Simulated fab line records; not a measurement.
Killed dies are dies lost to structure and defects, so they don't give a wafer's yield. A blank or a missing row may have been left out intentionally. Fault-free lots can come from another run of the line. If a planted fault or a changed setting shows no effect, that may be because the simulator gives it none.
fab line records | flow sky130
record lots=12 wafers=36 last-day=50
route steps=708 shown FIELD_ISO@24 PWDE@55 NWELL@77
lots that met no fault: from a run of the same line without faults
start-h: start of the lot's first displayed wafer, in hours after the record's first day | wait-h: hours elapsed since this lot's preceding step | " unchanged from the row above | L1.1+2: a single row standing in for several wafers | - either no value or no given start | * or withheld: withheld | < > ~ a bound
route shown NAME@n: names a module that has steps shown in the file, with the first one's number in the route | usual: average and standard deviation across the fault-free wafers | same: alike in all rows | chamber/n: place in a boat | sites: per-site readings | _std_site: the values' standard deviation | _edge_site: the outer-site mean with the inner-site mean subtracted | radius-mm: how far each site lies from the wafer's centre | mask NAME#n: copy n | behind: the most recent tool/chamber to have shaped the wafer | hold: the reason the lot was held/the length of the hold in hours/how it ended | device: which transistor (n, p or np) failed to switch | end of line: the tests these same wafers got at the end of their route | for a step that has no rows: nothing shown but its recipe | killed: at the first sort, the dies lost to defects and structure; wafer yield is something else | map: per-die view of a wafer (x killed, . not killed, _ where there is no die)
set.NAME: the setting the step ran with; set.NAME@STEP: the setting that earlier step ran with | model.NAME: the simulator's own value behind a step, which no gauge read
a sample of lots followed through the steps of the route, with each step as a table and each wafer as a row
services: a tool's chamber out of use, with start hour (start-h, from the record's first day; less than 0 if before it), hours out, and reason
## steps
# step SKY_FIELD_ISO_THK_MEAS_23
# recipe reads=SiO2_of_FIELD_ISO_OXIDATION_22
# usual FIELD_ISO_OXIDATION_01_THK=9.91/0.18
# columns lot.wafer tool chamber start-h wait-h FIELD_ISO_OXIDATION_01_THK[nm]
L371.2 film-metro-04 - 36.55 0.0 9.53
L371.3 " - " " 9.81
L371.5 " - " " 9.55
L370.3 film-metro-03 - 36.56 0.0 9.87
L370.4 " - " " 9.89
L370.5 " - " " 9.84
L372.4 film-metro-01 - 46.34 0.0 10.01
L372.5 " - " " 10.12
L372.6 " - " " 10.12
L375.1 film-metro-03 - 60.50 0.0 9.93
L375.3 " - " " 9.97
L375.6 " - " " 9.87
L376.2 film-metro-01 - 68.52 0.0 9.86
L376.5 " - " " 9.86
L376.6 " - " " 9.71
L377.1 film-metro-01 - 69.07 0.0 9.97
L377.4 " - " " 9.91
L377.6 " - " " 10.00
L378.1 film-metro-01 - 77.33 0.0 10.14
L378.5 " - " " 10.15
L378.6 " - " " 10.18
L379.2 film-metro-03 - 81.51 0.0 10.18
L379.3 " - " " 10.13
L379.5 " - " " 10.12
L380.3 film-metro-03 - 83.63 0.0 9.78
L380.4 " - " " 9.82
L380.6 " - " " 9.76
L381.1 film-metro-04 - 89.65 0.1 9.62
L381.2 " - " " 9.49
L381.3 " - " " 9.80
L382.1 film-metro-01 - 93.67 0.0 9.94
L382.4 " - " " 10.05
L382.5 " - " " 10.00
L392.3 film-metro-01 - 145.89 0.0 10.15
L392.4 " - " " 10.02
L392.5 " - " " 10.21
# step SKY_FIELD_ISO_CMP_27
# recipe stop-on=Si3N4 t-overpolish-s=16 down-force-psi=4 platen-rpm=60 target-thk-nm=457.8 pad-velocity-m-s=0.94248
# usual motor-current-A=11.3/0.67 overpolish-run-s=16.001/0.0093 slurry-filter-dp-kPa=13.47/0.15 time-to-endpoint-s=111/6
# columns lot.wafer tool chamber start-h wait-h motor-current-A overpolish-run-s slurry-filter-dp-kPa time-to-endpoint-s
L370.3 cmp-01 1 45.14 0.0 11.5 16.015 13.61 113
L370.4 " 0 " " 10.6 15.999 13.62 107
L370.5 " 1 " " 12.0 16.010 13.30 111
L371.3 cmp-01 0 45.49 0.3 10.7 15.986 13.17 110
L371.2 " 1 " " 12.0 16.011 13.53 116
L371.5 " 0 " " 10.7 15.996 13.44 108
L372.4 cmp-02 1 54.61 0.0 11.1 15.999 13.55 105
L372.6 " 1 " " 11.7 16.003 13.48 105
L372.5 " 2 " " 11.9 16.015 13.41 100
L375.3 cmp-01 2 63.31 0.0 10.8 16.003 13.76 107
L375.1 " 0 " " 11.0 15.997 13.56 113
L375.6 " 3 " " 10.0 15.988 13.47 116
L376.2 cmp-01 1 70.57 0.0 12.2 15.998 13.35 116
L376.5 " 1 " " 12.5 15.998 13.36 119
L376.6 " 2 " " 10.2 16.010 13.43 110
L377.4 cmp-02 2 72.17 0.1 11.3 16.005 13.55 104
L377.1 " 3 " " 11.6 16.002 13.29 120
L377.6 " 1 " " 11.5 16.005 13.55 108
L378.1 cmp-02 2 80.38 0.1 11.2 16.024 13.49 96
L378.5 " 1 " " 11.9 15.999 13.45 106
L378.6 " 2 " " 11.2 16.003 13.49 103
L379.2 cmp-02 2 85.11 0.0 11.9 15.982 13.61 95
L379.3 " 1 " " 11.8 16.009 13.30 113
L379.5 " 3 " " 11.9 16.006 13.45 121
L380.4 cmp-01 0 86.66 0.1 11.1 16.013 13.54 109
L380.3 " 2 " " 11.0 16.006 13.57 108
L380.6 " 0 " " 10.8 16.007 13.21 103
L381.3 cmp-02 3 92.36 0.0 12.2 15.988 13.63 118
L381.1 " 0 " " 11.2 16.002 13.45 115
L381.2 " 1 " " 12.6 15.995 13.53 110
L382.4 cmp-01 3 95.36 0.0 10.4 16.001 13.50 114
L382.1 " 0 " " 11.0 15.998 13.33 111
L382.5 " 3 " " 10.9 16.014 13.58 119
L392.4 cmp-01 1 148.88 0.0 11.9 16.002 13.50 119
L392.3 " 3 " " 10.1 16.024 13.33 117
L392.5 " 1 " " 12.2 15.998 13.46 114
# step SKY_PWDE_TW_MEAS_10
# usual PWDE_TW=374/3.2
# columns lot.wafer tool chamber start-h wait-h PWDE_TW
L370.3 film-metro-04 - 85.94 0.1 374
L370.4 " - " " 374
L370.5 " - " " 374
L371.2 film-metro-02 - 86.00 0.1 372
L371.3 " - " " 371
L371.5 " - " " 372
L372.4 film-metro-02 - 93.70 0.1 372
L372.5 " - " " 370
L372.6 " - " " 371
L375.1 film-metro-04 - 100.37 0.1 376
L375.3 " - " " 375
L375.6 " - " " 374
L376.2 film-metro-04 - 109.23 0.1 373
L376.5 " - " " 373
L376.6 " - " " 375
L377.1 film-metro-02 - 109.57 0.1 370
L377.4 " - " " 370
L377.6 " - " " 370
L378.1 film-metro-04 - 120.12 0.1 378
L378.5 " - " " 380
L378.6 " - " " 377
L379.2 film-metro-03 - 125.13 0.1 376
L379.3 " - " " 378
L379.5 " - " " 375
L380.3 film-metro-03 - 126.77 0.1 377
L380.4 " - " " 376
L380.6 " - " " 375
L381.1 film-metro-04 - 133.25 0.1 378
L381.2 " - " " 379
L381.3 " - " " 379
L382.1 film-metro-03 - 135.77 0.1 376
L382.4 " - " " 378
L382.5 " - " " 378
L392.3 film-metro-02 - 192.37 0.1 369
L392.4 " - " " 370
L392.5 " - " " 369
# step SKY_NWELL_IMPLANT_24
# recipe species=B energy-kev=140 dose-cm2=9.2e+12 tilt-deg=withheld
# usual beam-on-s=9.99/0.18 dose-ions-cm2=9.199e+12/9e+09 faraday-current-uA=51.9/0.94
# columns lot.wafer tool chamber start-h wait-h beam-on-s dose-ions-cm2 faraday-current-uA
L370.3 implanter-01 0 122.40 0.1 9.94 9.203e+12 52.1
L370.4 " 0 " " 10.05 9.207e+12 51.4
L370.5 " 0 " " 10.09 9.196e+12 51.3
L371.2 implanter-02 0 122.52 0.0 9.86 9.194e+12 52.9
L371.3 " 0 " " 10.05 9.191e+12 51.5
L371.5 " 0 " " 10.06 9.195e+12 51.5
L372.4 implanter-01 0 130.72 0.1 10.02 9.192e+12 51.8
L372.5 " 0 " " 10.02 9.204e+12 51.8
L372.6 " 0 " " 10.14 9.206e+12 51.3
L375.1 implanter-02 0 137.47 0.0 10.02 9.196e+12 51.5
L375.3 " 0 " " 10.11 9.204e+12 51.3
L375.6 " 0 " " 9.99 9.193e+12 51.8
L376.2 implanter-03 0 147.42 0.0 10.09 9.205e+12 51.5
L376.5 " 0 " " 9.83 9.188e+12 52.7
L376.6 " 0 " " 9.90 9.2e+12 52.3
L377.1 implanter-02 0 148.22 0.0 10.04 9.207e+12 51.6
L377.4 " 0 " " 9.78 9.188e+12 52.5
L377.6 " 0 " " 10.00 9.21e+12 51.8
L378.1 implanter-01 0 158.52 0.0 9.85 9.206e+12 52.7
L378.5 " 0 " " 10.20 9.203e+12 50.9
L378.6 " 0 " " 10.05 9.206e+12 51.4
L379.2 implanter-01 0 164.83 0.0 10.35 9.202e+12 50.2
L379.3 " 0 " " 10.42 9.193e+12 49.4
L379.5 " 0 " " 10.21 9.225e+12 51.1
L380.3 implanter-02 0 167.15 0.1 10.26 9.203e+12 50.6
L380.4 " 0 " " 10.06 9.196e+12 51.4
L380.6 " 0 " " 9.92 9.191e+12 52.2
L381.1 implanter-01 0 172.57 0.0 7.35 9.196e+12 70.3
L381.2 " 0 " " 7.68 9.209e+12 67.8
L381.3 " 0 " " 7.68 9.207e+12 67.9
L382.1 implanter-01 0 175.44 0.0 7.71 9.195e+12 67.0
L382.4 " 0 " " 7.69 9.189e+12 67.2
L382.5 " 0 " " 7.54 9.199e+12 68.7
L392.3 implanter-03 0 238.04 0.1 10.06 9.201e+12 51.6
L392.4 " 0 " " 9.86 9.185e+12 52.7
L392.5 " 0 " " 10.04 9.187e+12 51.6
# step SKY_NWELL_TW_MEAS_26
# usual NWELL_2_TW=497/4.3
# columns lot.wafer tool chamber start-h wait-h NWELL_2_TW
L370.3 film-metro-04 - 122.62 0.1 502
L370.4 " - " " 504
L370.5 " - " " 502
L371.2 film-metro-03 - 122.75 0.1 500
L371.3 " - " " 502
L371.5 " - " " 499
L372.4 film-metro-04 - 130.92 0.1 502
L372.5 " - " " 502
L372.6 " - " " 502
L375.1 film-metro-04 - 137.72 0.1 501
L375.3 " - " " 502
L375.6 " - " " 497
L376.2 film-metro-04 - 147.65 0.1 499
L376.5 " - " " 496
L376.6 " - " " 496
L377.1 film-metro-04 - 148.47 0.1 497
L377.4 " - " " 496
L377.6 " - " " 497
L378.1 film-metro-03 - 158.77 0.1 496
L378.5 " - " " 500
L378.6 " - " " 502
L379.2 film-metro-03 - 165.06 0.1 497
L379.3 " - " " 496
L379.5 " - " " 497
L380.3 film-metro-02 - 167.37 0.1 492
L380.4 " - " " 494
L380.6 " - " " 491
L381.1 film-metro-03 - 172.82 0.1 459
L381.2 " - " " 460
L381.3 " - " " 459
L382.1 film-metro-02 - 175.69 0.1 455
L382.4 " - " " 455
L382.5 " - " " 451
L392.3 film-metro-04 - 238.26 0.1 504
L392.4 " - " " 500
L392.5 " - " " 501
## services
# columns tool chamber start-h hours kind
cmp-02 - 36.23 12.7 pm
implanter-02 - 46.40 3.6 repair
cmp-01 - 49.17 0.9 repair
cmp-02 - 64.00 4.0 pm
cmp-02 - 68.00 - consumable-replace:conditioner
cmp-02 - 68.00 - consumable-replace:pad
cmp-02 - 76.79 2.0 repair
cmp-02 - 95.32 1.0 repair
cmp-01 - 103.40 1.3 repair
cmp-01 - 108.06 1.2 repair
implanter-02 - 110.16 1.5 repair
cmp-02 - 115.73 11.2 repair
cmp-02 - 126.92 4.9 pm
implanter-03 - 127.09 0.7 repair
cmp-02 - 135.76 0.4 repair
cmp-01 - 180.17 0.2 repair
cmp-01 - 181.52 4.7 pm
cmp-02 - 215.00 2.3 repair
implanter-01 - 223.06 3.5 repair
cmp-01 - 232.00 4.0 pm
cmp-01 - 236.00 - consumable-replace:conditioner
cmp-01 - 236.00 - consumable-replace:pad
## key
first-sign step=SKY_NWELL_IMPLANT_24 reading=faraday-current-uA direction=up sigmas=17 usual=51.9 struck=68.2
effect step=SKY_NWELL_IMPLANT_24 reading=beam-on-s direction=down sigmas=13 usual=9.99 struck=7.61
effect step=SKY_NWELL_TW_MEAS_26 reading=NWELL_2_TW direction=down sigmas=9.6 usual=497 struck=457
met-at SKY_NWELL_IMPLANT_24
struck-lots L381,L382
tester-left-out L381,L382
not-acting-at SKY_FIELD_ISO_THK_MEAS_23,SKY_FIELD_ISO_CMP_27,SKY_PWDE_TW_MEAS_10
onset-between 164.83 172.57
fault kind=process-parameter-drift tool=implanter-01 chamber=- onset-h=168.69 steps=SKY_NWELL_IMPLANT_24 channel=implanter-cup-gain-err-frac offset=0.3 shape=step end-h=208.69
# tester-left-out: of these lots the tester's yield and bins aren't shown, on N5 and GAA mostly nor the transistor test; their killed dies are dies lost to structure and defects alone, not to doping, threshold or leakage, so they don't give the yield
